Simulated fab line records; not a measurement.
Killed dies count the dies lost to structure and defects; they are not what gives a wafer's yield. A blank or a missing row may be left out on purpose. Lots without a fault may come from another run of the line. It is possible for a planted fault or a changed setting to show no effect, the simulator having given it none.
Which of the tools did it? | flow gf180mcu | 11 lots with 33 wafers sampled at 5 steps, on a route of 602 steps

## WHAT THE GAUGES SHOWED, per wafer
GF_V5_THK_MEAS_03.
lot  | measured     | on           | V5_CVD_02_THK (nm)
L998 | day 26 14:13 | filmMetro-01 | 1437 1447 1461
L101 | day 27 11:17 | filmMetro-03 | 1466 1458 1486
L113 | day 31 02:46 | filmMetro-03 | 1428 1464 1438
L114 | day 31 13:34 | filmMetro-02 | 1436 1464 1442
L115 | day 31 16:56 | filmMetro-01 | 1443 1458 1455
L117 | day 32 04:56 | filmMetro-01 | 1457 1462 1466
L119 | day 32 14:27 | filmMetro-01 | 1464 1470 1444
L120 | day 32 21:24 | filmMetro-01 | 1426 1437 1445

## TOOL THAT RAN EACH LOT (tool first, then ch and the chambers of the sampled wafers, then the start)
lot  | GF_MIM_SPUTTER_08           | GF_MIM_SPUTTER_09           | GF_M5_METAL_ETCH_10              | GF_M5_STRIP_11
L998 | pvdSputter-02, day 24 17:55 | pvdSputter-02, day 24 17:56 | rieMetal-04 ch 0,1, day 26 13:11 | plasmaAsher-02 ch 0, day 26 13:19
L101 | pvdSputter-01, day 25 17:58 | pvdSputter-01, day 25 17:59 | rieMetal-02 ch 0,1, day 27 10:23 | plasmaAsher-01 ch 0,1, day 27 10:31
L106 | pvdSputter-02, day 27 16:26 | pvdSputter-02, day 27 16:28 | rieMetal-04 ch 0, day 29 07:17   | plasmaAsher-01 ch 0,1, day 29 07:25
L107 | pvdSputter-02, day 27 20:20 | pvdSputter-02, day 27 20:21 | rieMetal-01 ch 0,1, day 29 10:20 | plasmaAsher-03 ch 0,1, day 29 10:27
L108 | pvdSputter-02, day 28 09:13 | pvdSputter-02, day 28 09:14 | rieMetal-04 ch 0, day 29 23:49   | plasmaAsher-03 ch 0,1, day 30 00:04
L113 | pvdSputter-02, day 29 12:23 | pvdSputter-02, day 29 12:24 | rieMetal-02 ch 1, day 31 01:44   | plasmaAsher-02 ch 0,1, day 31 01:57
L114 | pvdSputter-04, day 30 00:26 | pvdSputter-04, day 30 00:28 | rieMetal-04 ch 0,1, day 31 12:41 | plasmaAsher-03 ch 0,1, day 31 12:49
L115 | pvdSputter-04, day 30 03:53 | pvdSputter-04, day 30 03:55 | rieMetal-04 ch 0,1, day 31 16:03 | plasmaAsher-03 ch 0,1, day 31 16:10
L117 | pvdSputter-01, day 30 16:59 | pvdSputter-01, day 30 17:01 | rieMetal-02 ch 0,1, day 32 04:05 | plasmaAsher-02 ch 0,1, day 32 04:12
L119 | pvdSputter-02, day 31 02:13 | pvdSputter-02, day 31 02:14 | rieMetal-02 ch 0,1, day 32 13:35 | plasmaAsher-03 ch 0,1, day 32 13:42
L120 | pvdSputter-02, day 31 10:36 | pvdSputter-02, day 31 10:38 | rieMetal-04 ch 0,1, day 32 20:29 | plasmaAsher-03 ch 0,1, day 32 20:37
- GF_MIM_SPUTTER_08: material AlCu, target thk 200 nm, time 10.6 s.
- GF_MIM_SPUTTER_09: material TiN, target thk 35 nm, time 29.2 s.
- GF_M5_METAL_ETCH_10: etches the open film in Cl2/BCl3, stops on SiO2, target depth 750.8 nm, time 125.1 s.
- GF_M5_STRIP_11: strips in O2/N2.

## AS READ BY THE TOOLS THEMSELVES (means over the sampled wafers that have a number; for cases with no such wafer, the mark the record gives instead)
GF_MIM_SPUTTER_08.
lot  | tool          | throttleValvePct (%)
L998 | pvdSputter-02 | 30.5
L101 | pvdSputter-01 | 31.0
L106 | pvdSputter-02 | 30.1
L107 | pvdSputter-02 | 30.7
L108 | pvdSputter-02 | 30.0
L113 | pvdSputter-02 | 30.6
L114 | pvdSputter-04 | 30.1
L115 | pvdSputter-04 | 29.6
L117 | pvdSputter-01 | 30.8
L119 | pvdSputter-02 | 30.0
L120 | pvdSputter-02 | 30.7

GF_MIM_SPUTTER_09.
lot  | tool          | throttleValvePct (%)
L998 | pvdSputter-02 | 30.5
L101 | pvdSputter-01 | 30.9
L106 | pvdSputter-02 | 29.9
L107 | pvdSputter-02 | 30.8
L108 | pvdSputter-02 | 29.8
L113 | pvdSputter-02 | 30.6
L114 | pvdSputter-04 | 30.0
L115 | pvdSputter-04 | 29.6
L117 | pvdSputter-01 | 30.7
L119 | pvdSputter-02 | 30.0
L120 | pvdSputter-02 | 30.8

GF_M5_METAL_ETCH_10.
lot  | tool        | bcl3FlowSccm (sccm) | biasW (W) | drypumpMotorCurrentA (A) | oesProductAu (a.u.) | rfFwdPowerW (W) | throttleValvePct (%)
L998 | rieMetal-04 | 39.98               | 140.1     | 5.6                      | 0.999               | 794.9           | 28.226
L101 | rieMetal-02 | 39.95               | 139.9     | 5.4                      | 0.990               | 800.6           | 28.236
L106 | rieMetal-04 | -                   | -         | -                        | -                   | -               | -
L107 | rieMetal-01 | -                   | -         | -                        | -                   | -               | -
L108 | rieMetal-04 | -                   | -         | -                        | -                   | -               | -
L113 | rieMetal-02 | 40.16               | 140.3     | 5.6                      | 0.994               | 795.5           | 28.229
L114 | rieMetal-04 | 40.16               | 140.0     | 5.6                      | 0.999               | 797.3           | 28.222
L115 | rieMetal-04 | 40.00               | 140.0     | 5.9                      | 0.990               | 794.6           | 28.229
L117 | rieMetal-02 | 39.91               | 139.8     | 5.5                      | 0.994               | 797.0           | 28.233
L119 | rieMetal-02 | 40.00               | 140.1     | 5.5                      | 0.986               | 796.9           | 28.233
L120 | rieMetal-04 | 40.07               | 139.7     | 5.7                      | 0.992               | 793.7           | 28.236

GF_M5_STRIP_11.
lot  | tool           | drypumpMotorCurrentA (A) | heaterPowerW (W) | oesProductAu (a.u.) | platenTempC (C) | stripTimeToEndpointS (s)
L998 | plasmaAsher-02 | 5.6                      | 315              | 0.524               | 249.84          | 7.01
L101 | plasmaAsher-01 | 5.3                      | 364              | 0.524               | 249.68          | 7.03
L106 | plasmaAsher-01 | 5.4                      | 337              | 0.642               | 250.02          | 9.96
L107 | plasmaAsher-03 | 6.4                      | 359              | 0.641               | 250.12          | 9.95
L108 | plasmaAsher-03 | 6.6                      | 370              | 0.647               | 250.07          | 9.99
L113 | plasmaAsher-02 | 5.5                      | 374              | 0.518               | 249.70          | 7.02
L114 | plasmaAsher-03 | 6.6                      | 359              | 0.526               | 250.02          | 7.06
L115 | plasmaAsher-03 | 6.6                      | 362              | 0.524               | 250.05          | 7.06
L117 | plasmaAsher-02 | 5.5                      | 368              | 0.521               | 249.95          | 7.03
L119 | plasmaAsher-03 | 6.4                      | 359              | 0.524               | 249.84          | 7.06
L120 | plasmaAsher-03 | 6.4                      | 367              | 0.522               | 249.81          | 7.03

## THE ANSWER, worked out from the rows above alone
Rule: the usual values come from the lots themselves. The widest of any qualifying gaps counts: lots, ordered by their means at a reading, are off when they make up no more than a third of the lots, leave a main group of 4 or more, and stand apart from it by 3 or more times the standard deviation of that group's means. Not used: any main group whose means are identical at the precision the tables above print for the reading. Also off: a lot with no number at a reading for which 4 or more lots have one. Where the step has rows for the other lots, those lots are counted as sound. First the gauges in route order, then the tools' own readings, where a lot's mean is used as printed above. At the first step where some lot is off, the reading lying furthest off is the one used; lots without a number count as furthest.
Off, at GF_M5_METAL_ETCH_10 on bcl3FlowSccm: L106, L107, L108. Without a number there: L106, L107, L108. The main group: mean 40.03 sccm, standard deviation 0.087.
A tool fits if, at that step or a process step before it, it ran every lot that is off, and no sound lot after the first of them. No candidate that was tried fits.

## WHAT THE SIMULATOR HAD PUT IN
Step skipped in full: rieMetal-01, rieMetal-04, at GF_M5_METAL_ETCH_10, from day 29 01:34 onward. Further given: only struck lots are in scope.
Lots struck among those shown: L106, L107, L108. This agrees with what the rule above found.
